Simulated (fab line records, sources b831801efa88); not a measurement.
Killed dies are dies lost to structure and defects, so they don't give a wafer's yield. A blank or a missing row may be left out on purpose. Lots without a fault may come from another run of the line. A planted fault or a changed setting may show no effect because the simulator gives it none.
fab line records | flow sky130
record lots=6 wafers=18 last_day=50
route steps=708 shown CONTACT@412 METAL1@434 PAD_OPEN@708
lots that met no fault: from a run of the same line without faults
start_h: hours from the record's first day to the start of the lot's first wafer shown | wait_h: hours since the lot's step before | " the same as in the row above | L1.1+2: a row that stands for several wafers | - no value, or no start given | * or withheld: withheld | < > ~ a bound
route shown NAME@n: a module of which the file shows steps, and the number in the route of the first | usual: mean/standard deviation of fault-free wafers | same: alike in all rows | chamber/n: place in a boat | sites: the reading at each site | _std_site: their standard deviation | _edge_site: outer sites' mean less inner sites' | radius_mm: how far each site lies from the wafer's centre | mask NAME#n: copy n | behind: the tool/chamber that last shaped the wafer | hold: why the lot was held/for how many hours/how that ended | device: the transistor (n, p or np) that didn't switch | end of line: the same wafers' tests at the end of the route | a step without rows: its recipe alone | killed: dies lost to structure and defects at the first sort, not the wafer's yield | map: a wafer's dies, x killed, . not, _ none there
set.NAME: the setting as run; set.NAME@STEP: as run at that earlier step | model.NAME: the simulator's own value behind a step, which no gauge read
lots at some steps of the route; a table a step, a row a wafer
services: from which hour (start_h, from the record's first day; less than 0 if before it) a tool's chamber was out of use, for how many hours, and why
## steps
# step SKY_CONTACT_DEHYDRATE_06
# recipe temp_c=200 time_s=60
# step SKY_CONTACT_HMDS_07
# recipe prime_time_s=60 prime_temp_c=120
# step SKY_CONTACT_COAT_08
# recipe resist=BARC temp_c=withheld time_s=withheld spin_rpm=3000 resist_thk_nm=60
# step SKY_CONTACT_COAT_09
# recipe resist=KrF-thick spin_rpm=3000 resist_thk_nm=450
# step SKY_CONTACT_SOFTBAKE_10
# recipe temp_c=100.7 time_s=90 resist=KrF-thick
# step SKY_CONTACT_EXPOSE_11
# recipe mask_id=CTM1 na=0.8 source_shape=annular sigma_inner=0.55 sigma_outer=0.85 target_cd_nm=170 dose_mj=38
# step SKY_CONTACT_PEB_12
# recipe peb_temp_c=withheld peb_time_s=withheld resist=KrF-thick
# step SKY_CONTACT_DEVELOP_13
# recipe develop_time_s=60 resist=KrF-thick dev_temp_c=21
# step SKY_CONTACT_CD_MEAS_14
# recipe target_cd_nm=170
# usual cd_nm=169.9/1.6
# columns lot.wafer tool chamber start_h wait_h cd_nm
L733.1 cd_sem-01 - 733.42 - 170.8
L733.4 " - " " 170.3
L733.5 " - " " 170.2
L735.3 cd_sem-02 - 736.80 - 167.9
L735.4 " - " " 167.3
L735.6 " - " " 168.6
L743.1 cd_sem-01 - 836.55 - 171.4
L743.2 " - " " 170.4
L743.5 " - " " 171.6
L745.4 cd_sem-01 - 841.81 - 168.0
L745.5 " - " " 169.5
L745.6 " - " " 170.6
L747.3 cd_sem-01 - 842.45 - 168.6
L747.5 " - " " 168.5
L747.6 " - " " 169.6
L756.2 cd_sem-01 - 921.58 - 169.6
L756.5 " - " " 168.0
L756.6 " - " " 168.3
# step SKY_CONTACT_OVL_MEAS_15
# usual CONTACT_OVL=1/4.2
# columns lot.wafer tool chamber start_h wait_h CONTACT_OVL[nm]
L733.1 overlay-02 - 733.54 0.1 -1
L733.4 " - " " -1
L733.5 " - " " 0
L735.3 overlay-01 - 736.89 0.1 5
L735.4 " - " " 4
L735.6 " - " " 2
L743.1 overlay-01 - 836.67 0.1 -4
L743.2 " - " " 2
L743.5 " - " " -2
L745.4 overlay-01 - 841.89 0.1 2
L745.5 " - " " -3
L745.6 " - " " 1
L747.3 overlay-02 - 842.54 0.1 -11
L747.5 " - " " -2
L747.6 " - " " -2
L756.2 overlay-02 - 921.69 0.1 1
L756.5 " - " " -2
L756.6 " - " " -2
# step SKY_CONTACT_ETCH_16
# recipe chemistry=N2/H2 target=BARC ion_energy_ev=200 source_w=500 bias_w=100 pressure_mtorr=30 n2_flow_sccm=100 h2_flow_sccm=200 stop_on=SiO2 time_s=45.9 target_depth_a=600
# step SKY_CONTACT_ETCH_17
# recipe target=SiO2 chemistry=C4F8/O2/Ar stop_on=Si3N4 mask_material=KrF-thick source_w=1500 bias_w=1200 pressure_mtorr=40 c4f8_flow_sccm=withheld O2_flow_sccm=6 Ar_flow_sccm=300 time_s=withheld target_depth_a=3400
# step SKY_CONTACT_ETCH_18
# recipe target=Si3N4 chemistry=CHF3/O2 stop_on=TiN source_w=600 bias_w=200 pressure_mtorr=40 chf3_flow_sccm=50 O2_flow_sccm=5 time_s=39 target_depth_a=750
# usual drypump_motor_current_A=5.6/0.52 oes_product_au=0.851/0.0088 throttle_valve_pct=8.794/0.0097
# columns lot.wafer tool chamber start_h wait_h drypump_motor_current_A oes_product_au rf_hours_counter_h throttle_valve_pct
L733.1 rie_diel-03 2 733 - 5.8 0.835 10 8.790
L733.4 " 3 " " 6.2 0.852 33 8.812
L733.5 " 1 " " 5.2 0.858 - 8.783
L735.3 rie_diel-03 3 737 - 6.1 0.860 33 8.790
L735.4 " 0 " " 5.6 0.854 36 8.801
L735.6 " 0 " " 5.6 0.843 - 8.792
L743.1 rie_diel-02 3 836 - 5.8 0.848 15 8.792
L743.2 " 1 " " 5.5 0.844 12 8.793
L743.5 " 1 " " 5.5 0.851 - 8.778
L745.4 rie_diel-02 2 842 - 4.8 0.858 16 8.771
L745.5 " 2 " " 4.8 0.861 - 8.794
L745.6 " 1 " " 5.5 0.860 - 8.791
L747.3 rie_diel-04 0 842 - 4.8 0.852 18 8.794
L747.5 " 0 " " 4.9 0.853 - 8.802
L747.6 " 1 " " 5.6 0.850 - 8.787
L756.2 rie_diel-02 2 921 - 4.8 0.834 18 8.800
L756.5 " 0 " " 6.6 0.859 - 8.797
L756.6 " 3 " " 5.9 0.847 - 8.795
# step SKY_CONTACT_STRIP_19
# recipe chemistry=O2/N2 power_w=1400 pressure_mtorr=1500 platen_temp_c=withheld o2_flow_sccm=3000 n2_flow_sccm=300 overash_fraction=0.5
# step SKY_CONTACT_STRIP_20
# recipe chemistry=post_etch_residue_remover time_s=1200 temp_c=72.5
# step SKY_CONTACT_CLEAN_21
# recipe chemistry=IPA time_s=180 temp_c=25
# step SKY_CONTACT_CLEAN_22
# recipe chemistry=O3/DIW dry=n2_spin
# step SKY_CONTACT_SPUTTER_23
# recipe material=TiN target_thk_nm=20 chamber_pressure_pa=5 power_w=4000 time_s=80
# usual throttle_valve_pct=29.8/0.96
# columns lot.wafer tool chamber start_h wait_h throttle_valve_pct
L733.1 pvd_sputter-02 - 734.33 0.0 28.4
L733.4 " - " " 29.4
L733.5 " - " " 29.5
L735.3 pvd_sputter-02 - 737.64 0.0 29.4
L735.4 " - " " 28.6
L735.6 " - " " 29.3
L743.1 pvd_sputter-02 - 837.45 0.0 29.0
L743.2 " - " " 29.0
L743.5 " - " " 29.0
L745.4 pvd_sputter-02 - 842.63 0.0 28.2
L745.5 " - " " 28.0
L745.6 " - " " 28.9
L747.3 pvd_sputter-01 - 843.29 0.0 29.5
L747.5 " - " " 29.3
L747.6 " - " " 29.7
L756.2 pvd_sputter-01 - 922.45 0.0 30.2
L756.5 " - " " 29.9
L756.6 " - " " 29.8
# step SKY_CONTACT_CVD_24
# recipe material=W target_thk_nm=340 time_s=102.12 temp_c=400 pressure_torr=40
# step SKY_CONTACT_RS_MEAS_25
# recipe thk_meas_gauge=four-point-probe reads=W_of_CONTACT_CVD_24+TiN_of_CONTACT_SPUTTER_23
# usual CONTACT_W_RS=0.338/0.0044
# columns lot.wafer tool chamber start_h wait_h CONTACT_W_RS[ohm/sq]
L733.1 film_metro-03 - 734.50 0.1 0.331
L733.4 " - " " 0.341
L733.5 " - " " 0.332
L735.3 film_metro-02 - 737.85 0.1 0.347
L735.4 " - " " 0.335
L735.6 " - " " 0.334
L743.1 film_metro-01 - 837.62 0.1 0.335
L743.2 " - " " 0.341
L743.5 " - " " 0.346
L745.4 film_metro-03 - 842.86 0.1 0.336
L745.5 " - " " 0.330
L745.6 " - " " 0.342
L747.3 film_metro-03 - 843.50 0.1 0.334
L747.5 " - " " 0.343
L747.6 " - " " 0.337
L756.2 film_metro-01 - 922.64 0.1 0.336
L756.5 " - " " 0.340
L756.6 " - " " 0.344
# step SKY_CONTACT_THK_MEAS_26
# recipe thk_meas_gauge=xrf reads=W_of_CONTACT_CVD_24
# usual CONTACT_W_THK=337/4.8
# columns lot.wafer tool chamber start_h wait_h CONTACT_W_THK[nm]
L733.1 film_metro-03 - 734.62 0.1 341
L733.4 " - " " 333
L733.5 " - " " 342
L735.3 film_metro-02 - 737.95 0.1 333
L735.4 " - " " 343
L735.6 " - " " 344
L743.1 film_metro-01 - 837.74 0.1 340
L743.2 " - " " 334
L743.5 " - " " 332
L745.4 film_metro-03 - 842.95 0.1 337
L745.5 " - " " 342
L745.6 " - " " 331
L747.3 film_metro-03 - 843.60 0.1 340
L747.5 " - " " 332
L747.6 " - " " 337
L756.2 film_metro-01 - 922.75 0.1 338
L756.5 " - " " 335
L756.6 " - " " 332
# step SKY_CONTACT_CMP_27
# recipe stop_on=SiO2 t_overpolish_s=15 down_force_psi=3.5 platen_rpm=60 target_thk_nm=0 pad_velocity_m_s=0.94248
# step SKY_METAL1_SPUTTER_00
# recipe material=Ti target_thk_nm=15 power_w=3000 time_s=10 chamber_pressure_pa=0.4
# usual throttle_valve_pct=30.4/0.87
# columns lot.wafer tool chamber start_h wait_h throttle_valve_pct
L733.1 pvd_sputter-03 - 734.98 0.2 31.2
L733.4 " - " " 30.6
L733.5 " - " " 30.8
L735.3 pvd_sputter-04 - 738.29 0.1 29.4
L735.4 " - " " 31.1
L735.6 " - " " 30.2
L743.1 pvd_sputter-01 - 838.38 0.2 29.6
L743.2 " - " " 29.8
L743.5 " - " " 29.5
L745.4 pvd_sputter-03 - 843.28 0.2 32.0
L745.5 " - " " 31.1
L745.6 " - " " 30.5
L747.3 pvd_sputter-01 - 843.94 0.2 29.9
L747.5 " - " " 29.8
L747.6 " - " " 29.5
L756.2 pvd_sputter-01 - 923.21 0.1 29.8
L756.5 " - " " 29.7
L756.6 " - " " 29.8
# step SKY_METAL1_SPUTTER_01
# recipe material=TiN target_thk_nm=20 power_w=6500 time_s=16.7 chamber_pressure_pa=0.4
# step SKY_METAL1_SPUTTER_02
# recipe material=AlCu target_thk_nm=250 power_w=10600 time_s=13.3 chamber_pressure_pa=0.4
# step SKY_METAL1_SPUTTER_03
# recipe material=Ti target_thk_nm=5 power_w=3000 time_s=3.3 chamber_pressure_pa=0.4
# step SKY_METAL1_SPUTTER_04
# recipe material=TiN target_thk_nm=70 power_w=6500 time_s=58.3 chamber_pressure_pa=0.4
# step SKY_METAL1_RS_MEAS_05
# recipe thk_meas_gauge=four-point-probe reads=TiN_of_METAL1_SPUTTER_04+Ti_of_METAL1_SPUTTER_03+AlCu_of_METAL1_SPUTTER_02+TiN_of_METAL1_SPUTTER_01+Ti_of_METAL1_SPUTTER_00
# usual METAL1_ALCU_RS=0.1263/0.0016
# columns lot.wafer tool chamber start_h wait_h METAL1_ALCU_RS[ohm/sq]
L733.1 film_metro-04 - 735.12 0.0 0.1232
L733.4 " - " " 0.1260
L733.5 " - " " 0.1278
L735.3 film_metro-04 - 738.47 0.1 0.1251
L735.4 " - " " 0.1231
L735.6 " - " " 0.1266
L743.1 film_metro-02 - 838.52 0.0 0.1274
L743.2 " - " " 0.1282
L743.5 " - " " 0.1281
L745.4 film_metro-04 - 843.48 0.1 0.1240
L745.5 " - " " 0.1231
L745.6 " - " " 0.1266
L747.3 film_metro-04 - 844.12 0.1 0.1281
L747.5 " - " " 0.1262
L747.6 " - " " 0.1275
L756.2 film_metro-04 - 923.37 0.0 0.1257
L756.5 " - " " 0.1273
L756.6 " - " " 0.1258
# step SKY_METAL1_THK_MEAS_06
# recipe thk_meas_gauge=xrf reads=AlCu_of_METAL1_SPUTTER_02
# usual METAL1_ALCU_THK=247/3.5
# columns lot.wafer tool chamber start_h wait_h METAL1_ALCU_THK[nm]
L733.1 film_metro-04 - 735.24 0.1 255
L733.4 " - " " 249
L733.5 " - " " 246
L735.3 film_metro-04 - 738.57 0.1 249
L735.4 " - " " 254
L735.6 " - " " 248
L743.1 film_metro-02 - 838.64 0.1 245
L743.2 " - " " 244
L743.5 " - " " 245
L745.4 film_metro-04 - 843.57 0.1 251
L745.5 " - " " 255
L745.6 " - " " 247
L747.3 film_metro-04 - 844.22 0.1 245
L747.5 " - " " 248
L747.6 " - " " 245
L756.2 film_metro-04 - 923.48 0.1 250
L756.5 " - " " 245
L756.6 " - " " 248
# step SKY_METAL1_DEHYDRATE_07
# recipe temp_c=200 time_s=60
# step SKY_METAL1_HMDS_08
# recipe prime_time_s=60 prime_temp_c=120
# step SKY_METAL1_COAT_09
# recipe resist=BARC temp_c=withheld time_s=withheld spin_rpm=3000 resist_thk_nm=60
# step SKY_METAL1_COAT_10
# recipe resist=KrF-thick spin_rpm=3000 resist_thk_nm=450
# step SKY_METAL1_SOFTBAKE_11
# recipe temp_c=100 time_s=90 resist=KrF-thick
# step SKY_METAL1_EXPOSE_12
# recipe mask_id=MM1 na=0.8 source_shape=annular sigma_inner=0.55 sigma_outer=0.85 target_cd_nm=140 dose_mj=28
# step SKY_METAL1_PEB_13
# recipe peb_temp_c=withheld peb_time_s=withheld resist=KrF-thick
# step SKY_METAL1_DEVELOP_14
# recipe develop_time_s=60 resist=KrF-thick dev_temp_c=21
# step SKY_METAL1_CD_MEAS_15
# recipe target_cd_nm=140
# usual cd_nm=139.9/1.7
# columns lot.wafer tool chamber start_h wait_h cd_nm
L733.1 cd_sem-01 - 761.69 - 140.1
L733.4 " - " " 140.9
L733.5 " - " " 139.3
L735.3 cd_sem-02 - 765.08 - 140.3
L735.4 " - " " 140.5
L735.6 " - " " 139.8
L743.1 cd_sem-02 - 864.81 - 140.3
L743.2 " - " " 140.0
L743.5 " - " " 140.1
L745.4 cd_sem-01 - 869.65 - 138.1
L745.5 " - " " 139.1
L745.6 " - " " 139.7
L747.3 cd_sem-02 - 870.28 - 137.5
L747.5 " - " " 139.8
L747.6 " - " " 138.3
L756.2 cd_sem-01 - 947.84 - 138.5
L756.5 " - " " 137.3
L756.6 " - " " 137.9
# step SKY_METAL1_OVL_MEAS_16
# usual METAL1_OVL=1/5.5
# columns lot.wafer tool chamber start_h wait_h METAL1_OVL[nm]
L733.1 overlay-02 - 761.81 0.1 2
L733.4 " - " " 10
L733.5 " - " " 8
L735.3 overlay-02 - 765.17 0.1 2
L735.4 " - " " 0
L735.6 " - " " -5
L743.1 overlay-02 - 864.93 0.1 6
L743.2 " - " " 1
L743.5 " - " " 7
L745.4 overlay-02 - 869.73 0.1 -4
L745.5 " - " " 1
L745.6 " - " " -5
L747.3 overlay-02 - 870.37 0.1 -6
L747.5 " - " " 2
L747.6 " - " " -4
L756.2 overlay-01 - 947.94 0.1 6
L756.5 " - " " -4
L756.6 " - " " -1
# step SKY_METAL1_DESCUM_17
# recipe chemistry=O2 source_power_w=150 bias_power_w=0 pressure_mtorr=10 temp_c=40 time_s=8
# usual drypump_motor_current_A=5.8/0.67 oes_product_au=1.001/0.015 temp_c=40.00/0.12
# columns lot.wafer tool chamber start_h wait_h drypump_motor_current_A oes_product_au rf_hours_counter_h temp_c
L733.1 rie_metal-01 0 761.84 0.0 6.8 1.003 0 39.90
L733.4 " 1 " " 4.7 0.979 - 39.87
L733.5 " 0 " " 6.8 0.990 - 39.81
L735.3 rie_metal-01 0 765.20 0.0 6.8 1.002 - 40.16
L735.4 " 1 " " 4.8 0.977 - 39.87
L735.6 " 1 " " 4.8 0.972 - 39.85
L743.1 rie_metal-04 0 864.97 0.0 6.0 0.973 4 40.31
L743.2 " 1 " " 4.8 0.991 15 40.19
L743.5 " 0 " " 6.0 0.988 - 40.24
L745.4 rie_metal-04 1 869.75 0.0 4.8 0.989 - 40.14
L745.5 " 0 " " 5.9 0.979 - 39.95
L745.6 " 1 " " 4.8 0.993 - 39.89
L747.3 rie_metal-01 0 870.40 0.0 6.8 1.001 - 39.78
L747.5 " 0 " " 6.8 0.991 - 39.86
L747.6 " 1 " " 4.8 0.991 - 40.24
L756.2 rie_metal-03 1 947.97 0.0 6.0 1.019 8 39.89
L756.5 " 0 " " 6.0 1.021 - 39.89
L756.6 " 1 " " 6.0 1.016 - 39.96
# step SKY_METAL1_ETCH_18
# recipe chemistry=N2/H2 target=BARC ion_energy_ev=200 bias_w=100 pressure_mtorr=30 n2_flow_sccm=100 h2_flow_sccm=200 icp_w=500 stop_on=SiO2 time_s=45.9 target_depth_a=600
# usual drypump_motor_current_A=5.8/0.67 oes_product_au=0.855/0.0048 throttle_valve_pct=13.224/0.01
# columns lot.wafer tool chamber start_h wait_h drypump_motor_current_A oes_product_au rf_hours_counter_h throttle_valve_pct
L733.1 rie_metal-01 0 761.87 0.0 6.8 0.854 0 13.221
L733.4 " 1 " " 4.8 0.860 - 13.212
L733.5 " 0 " " 6.8 0.861 - 13.222
L735.3 rie_metal-01 0 765.25 0.0 6.8 0.857 - 13.224
L735.4 " 1 " " 4.8 0.858 - 13.246
L735.6 " 1 " " 4.8 0.851 - 13.236
L743.1 rie_metal-04 0 865.00 0.0 5.9 0.855 4 13.226
L743.2 " 1 " " 4.8 0.858 15 13.225
L743.5 " 0 " " 5.9 0.847 - 13.220
L745.4 rie_metal-04 1 869.80 0.0 4.8 0.852 - 13.229
L745.5 " 0 " " 6.0 0.863 - 13.239
L745.6 " 1 " " 4.8 0.852 - 13.231
L747.3 rie_metal-01 0 870.45 0.0 6.8 0.846 - 13.227
L747.5 " 0 " " 6.8 0.854 - 13.242
L747.6 " 1 " " 4.8 0.854 - 13.226
L756.2 rie_metal-03 1 948.00 0.0 6.0 0.850 8 13.220
L756.5 " 0 " " 6.0 0.860 - 13.240
L756.6 " 1 " " 6.0 0.842 - 13.231
# step SKY_METAL1_METAL_ETCH_19
# recipe target_depth_a=3600 stop_on=SiO2 over_etch_frac=0.3 time_s=78 chemistry=Cl2/BCl3 resist_sidewall_deg=88 pressure_mtorr=10 icp_w=900 bias_w=48.5 Cl2_flow_sccm=60 bcl3_flow_sccm=30
# usual drypump_motor_current_A=5.8/0.66 oes_product_au=0.855/0.0062 throttle_valve_pct=22.266/0.0093
# columns lot.wafer tool chamber start_h wait_h drypump_motor_current_A oes_product_au rf_hours_counter_h throttle_valve_pct
L733.1 rie_metal-01 0 761.94 0.0 6.8 0.865 0 22.270
L733.4 " 1 " " 4.8 0.856 - 22.264
L733.5 " 0 " " 6.8 0.854 - 22.265
L735.3 rie_metal-01 0 765.32 0.1 6.8 0.856 - 22.271
L735.4 " 1 " " 4.7 0.861 - 22.255
L735.6 " 1 " " 4.8 0.854 - 22.260
L743.1 rie_metal-04 0 865.06 0.0 6.0 0.857 5 22.268
L743.2 " 1 " " 4.8 0.844 16 22.245
L743.5 " 0 " " 6.0 0.854 - 22.255
L745.4 rie_metal-04 1 869.87 0.1 4.8 0.870 - 22.277
L745.5 " 0 " " 6.0 0.846 - 22.275
L745.6 " 1 " " 4.8 0.848 - 22.278
L747.3 rie_metal-01 0 870.52 0.1 6.8 0.854 - 22.275
L747.5 " 0 " " 6.8 0.858 - 22.269
L747.6 " 1 " " 4.8 0.854 - 22.257
L756.2 rie_metal-03 1 948.07 0.0 6.1 0.858 8 22.270
L756.5 " 0 " " 6.0 0.863 - 22.259
L756.6 " 1 " " 6.1 0.855 - 22.257
# step SKY_PAD_OPEN_PROBE_99
# usual killed_at_M0_to_M3=43/7.3 killed_at_M4_up=3.5/2.2 killed_at_contacts=24/5.3 killed_at_front_end=15/4.2 killed_at_other=0.3/0.67 killed_dies=86/9.8 killed_open=47/7.2 killed_short=39/6.5
# same gross_dies=492 killed_at_back_side=0
# columns lot.wafer tool chamber start_h wait_h killed_at_M0_to_M3 killed_at_M4_up killed_at_contacts killed_at_front_end killed_at_other killed_dies killed_open killed_short
L743.1 prober-02 - 1154.11 0.1 41 2 75 10 0 128 51 28
L743.2 prober-02 - 1154.16 0.1 47 9 43 16 1 116 52 46
L743.5 prober-02 - 1154.31 0.2 52 2 47 12 0 113 52 40
L745.4 prober-02 - 1160.26 0.2 31 1 73 11 1 117 42 22
L745.5 prober-02 - 1160.31 0.2 40 4 72 12 1 129 38 47
L745.6 prober-02 - 1160.36 0.2 56 4 46 11 1 118 46 48
L756.2 prober-01 - 1207.09 0.1 54 0 26 16 0 96 49 44
L756.5 prober-01 - 1207.24 0.2 49 2 26 17 0 94 57 37
L756.6 prober-01 - 1207.29 0.2 39 3 30 21 0 93 52 39
# killed by level:class
L743.1 CONTACT:unspecified=49 CONTACT:geometric_particle:open=12 VIA3:geometric_particle:open=8 VIA1:geometric_particle:short=7 VIA2:geometric_particle:open=6 LI_CONTACT:geometric_particle:open=6 VIA1:geometric_particle:open=6 METAL1:geometric_particle:short=5
L743.2 CONTACT:unspecified=18 VIA1:geometric_particle:open=14 CONTACT:geometric_particle:open=10 METAL4:geometric_particle:short=8 VIA2:geometric_particle:open=6 METAL2:geometric_particle:short=6 CONTACT:geometric_particle:short=6 FIELD_ISO:geometric_particle:open=5
L743.5 CONTACT:unspecified=20 VIA1:geometric_particle:open=11 VIA3:geometric_particle:open=9 LI_CONTACT:geometric_particle:open=8 CONTACT:geometric_particle:open=7 METAL1:geometric_particle:short=7 VIA2:geometric_particle:open=6 METAL2:geometric_particle:short=6
L745.4 CONTACT:unspecified=52 VIA1:geometric_particle:open=9 LI_CONTACT:geometric_particle:open=8 METAL2:geometric_particle:short=6 VIA3:geometric_particle:open=6 FIELD_ISO:geometric_particle:open=4 CONTACT:geometric_particle:open=4 POLY_GATE:geometric_particle:short=3
L745.5 CONTACT:unspecified=44 VIA1:geometric_particle:short=9 VIA1:geometric_particle:open=9 LI_CONTACT:geometric_particle:open=8 FIELD_ISO:geometric_particle:short=7 CONTACT:geometric_particle:open=7 LOCAL_INTERCONNECT:geometric_particle:short=6 VIA2:geometric_particle:open=6
L745.6 CONTACT:unspecified=23 VIA2:geometric_particle:open=12 METAL1:geometric_particle:short=9 VIA1:geometric_particle:open=9 LI_CONTACT:geometric_particle:open=6 METAL2:geometric_particle:short=6 CONTACT:geometric_particle:short=6 CONTACT:geometric_particle:open=6
L756.2 CONTACT:geometric_particle:open=12 VIA1:geometric_particle:short=10 VIA1:geometric_particle:open=10 METAL2:geometric_particle:short=9 VIA2:geometric_particle:open=7 LOCAL_INTERCONNECT:geometric_particle:short=5 VIA3:geometric_particle:open=5 POLY_GATE:geometric_particle:open=4
L756.5 VIA1:geometric_particle:open=14 VIA3:geometric_particle:open=11 LI_CONTACT:geometric_particle:open=7 CONTACT:geometric_particle:open=7 VIA1:geometric_particle:short=7 CONTACT:geometric_particle:short=6 VIA2:geometric_particle:open=6 METAL2:geometric_particle:short=5
L756.6 CONTACT:geometric_particle:open=12 VIA2:geometric_particle:open=10 VIA1:geometric_particle:open=9 CONTACT:geometric_particle:short=8 FIELD_ISO:geometric_particle:open=5 LOCAL_INTERCONNECT:geometric_particle:short=5 METAL1:geometric_particle:short=5 VIA3:geometric_particle:short=4
# map L743.1 (x killed, . not)
__________...x..x..._________
________..x..........._______
______.x.......xx......x_____
_____.....x.x......x.....____
____......................___
___......x.......x......x.x__
__...x.x................x..._
_............................
_x..x.xxx..................x.
_................xx...x....x.
_.xx........x..x.......xx....
_...x.x..........xx........x.
_....x.....x.....x..xx....x..
_.....x.xxxxx..xxx.xxx.....x.
_xx..x.xxxxxx...x....x...x...
__.x.xxxxxxxxxx.........x.x._
___..xxxxxxxxxx..x.x.....x.__
____..xxxxxxx.xxx.........___
_____.xxxxxxxx.x....x....____
______.xxxxx....x......._____
________..x..xxx......_______
__________xxx......._________
# map L745.5 (x killed, . not)
__________...x..x.x._________
________xx............_______
______x......xx........._____
_____............x.......____
____...x......x....xx.....___
___..x.............x..x....__
__.......xx.....x.......x..._
_............x.......xx......
_x....x.x..x.......x.........
_.......xx...x.xxxx...x......
_.......................x....
_...........x...x.xx...xx...x
_x..x..xxxxxxxx........x.....
_...xx..xxxxx..x..x...x...x..
_.x....xxxxxxxx....x......x.x
__......xxxxxxxxxx......x..x_
___.x..xxxxxxxxx...........__
____.x.xxxxxxxxxx....xx...___
_____..x.xxxxxx...x....x.____
______...x........x....._____
________...x..x.x.x..._______
__________.......x.._________
## services
# columns tool chamber start_h hours kind
rie_diel-02 1 715.12 1.6 repair
rie_diel-02 1 720.66 4.8 repair
rie_diel-02 3 735.22 14.9 repair
rie_diel-02 - 742.64 0.2 repair
rie_diel-02 2 747.85 16.3 repair
rie_diel-03 1 760.77 16.6 repair
rie_metal-04 - 761.78 0.5 repair
rie_metal-04 - 771.78 0.2 repair
rie_metal-04 0 810.19 7.5 repair
pvd_sputter-01 - 810.40 0.5 repair
pvd_sputter-03 - 827.79 2.2 repair
pvd_sputter-02 - 846.81 3.5 repair
rie_metal-03 - 850.76 2.8 pm
rie_diel-02 2 856.45 7.7 repair
rie_diel-02 1 871.51 3.8 repair
rie_diel-02 0 874.75 11.2 repair
rie_metal-04 - 880.29 0.5 repair
rie_metal-04 - 881.72 28.1 pm
rie_diel-02 0 888.06 4.5 repair
rie_metal-01 0 889.13 12.9 repair
pvd_sputter-01 - 892.73 1.5 repair
rie_metal-03 0 909.41 6.1 repair
pvd_sputter-01 - 909.74 6.6 repair
rie_metal-01 - 909.82 2.8 pm
## key
first_sign step=SKY_PAD_OPEN_PROBE_99 reading=killed_at_contacts direction=up sigmas=6.6 usual=24 struck=59
effect step=SKY_PAD_OPEN_PROBE_99 reading=killed_dies direction=up sigmas=3.4 usual=86 struck=120
met_at SKY_CONTACT_ETCH_18
struck_wafers L743.1,L743.2,L743.5,L745.4,L745.5,L745.6
tester_left_out L743,L745
also_fits SKY_CONTACT_SPUTTER_23:pvd_sputter-02,SKY_METAL1_DESCUM_17:rie_metal-04,SKY_METAL1_ETCH_18:rie_metal-04,SKY_METAL1_METAL_ETCH_19:rie_metal-04
fault kind=chamber_particle_source tool=rie_diel-02 chamber=- onset_h=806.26 steps=SKY_CONTACT_ETCH_18 rate_per_visit_cm2=0.57988 end_h=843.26
# tester_left_out: of these lots the tester's yield and bins aren't shown, on N5 and GAA mostly nor the transistor test; their killed dies are dies lost to structure and defects alone, not to doping, threshold or leakage, so they don't give the yield
